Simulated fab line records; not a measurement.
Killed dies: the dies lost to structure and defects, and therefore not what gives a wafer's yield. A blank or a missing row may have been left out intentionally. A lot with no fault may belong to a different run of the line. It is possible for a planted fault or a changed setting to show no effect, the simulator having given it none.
Matching of chambers + flow sky130 + rie_diel-02 running SKY_VIA1_ETCH_15: 4 sister chambers
The step etches SiO2 in C4F8/O2/Ar, stops on TiN, target depth 351 nm, time 54 s. 18 wafers are shown with their chamber, then 9 later ones without.

== WAFERS PAIRED WITH THEIR CHAMBERS ==
| wafer  | chamber | oes_product_au (a.u.) |
|--------|---------|-----------------------|
| L074.1 | 0       | 0.976                 |
| L074.4 | 3       | 0.981                 |
| L074.5 | 0       | 0.964                 |
| L081.1 | 0       | 0.984                 |
| L081.2 | 1       | 0.985                 |
| L081.6 | 3       | 0.974                 |
| L087.2 | 2       | 0.987                 |
| L087.5 | 3       | 0.977                 |
| L087.6 | 0       | 0.975                 |
| L089.1 | 3       | 0.980                 |
| L089.3 | 1       | 0.978                 |
| L089.6 | 3       | 0.977                 |
| L090.1 | 1       | 0.991                 |
| L090.3 | 3       | 0.979                 |
| L090.4 | 0       | 0.981                 |
| L091.1 | 0       | 0.974                 |
| L091.2 | 2       | 0.981                 |
| L091.5 | 2       | 0.976                 |

SIGNATURES (means of the wafers above)
| reading        | chamber 0 | chamber 1 | chamber 2 | chamber 3 | scatter within a chamber |
|----------------|-----------|-----------|-----------|-----------|--------------------------|
| oes_product_au | 0.97567   | 0.98467   | 0.98133   | 0.97800   | 0.00544                  |
Rule: a wafer's distance from a chamber is the root of the sum, over the readings, of the square of ((its reading less the chamber's mean) divided by the reading's scatter). If the next closest chamber is less than 2 further off than the closest, the wafer can't be placed; otherwise it belongs to the closest. The scatter is the square root of a quotient: the sum, over the shown wafers, of each reading's squared deviation from its chamber's mean, divided by wafers minus chambers.

== WAFERS MISSING THEIR CHAMBER ==
| wafer  | oes_product_au (a.u.) |
|--------|-----------------------|
| L096.1 | 0.984                 |
| L096.2 | 0.989                 |
| L096.3 | 0.989                 |
| L096.4 | 0.987                 |
| L096.5 | 0.981                 |
| L096.6 | 0.978                 |
| L097.1 | 0.978                 |
| L097.4 | 0.987                 |
| L097.5 | 0.981                 |

== EACH ONE'S CHAMBER ==
| wafer  | from the rows above               | in truth |
|--------|-----------------------------------|----------|
| L096.1 | can't be placed: 1 or 2 or 3 or 0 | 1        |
| L096.2 | can't be placed: 1 or 2 or 3 or 0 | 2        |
| L096.3 | can't be placed: 1 or 2 or 3 or 0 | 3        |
| L096.4 | can't be placed: 1 or 2 or 3 or 0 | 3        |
| L096.5 | can't be placed: 2 or 3 or 1 or 0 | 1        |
| L096.6 | can't be placed: 3 or 0 or 2 or 1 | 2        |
| L097.1 | can't be placed: 3 or 0 or 2 or 1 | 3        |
| L097.4 | can't be placed: 1 or 2 or 3 or 0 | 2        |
| L097.5 | can't be placed: 2 or 3 or 1 or 0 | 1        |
Correctly placed: 0 of 9. Unplaceable from these rows: 9, with the true chamber sitting among the candidates in 9. 0 placed wrongly.
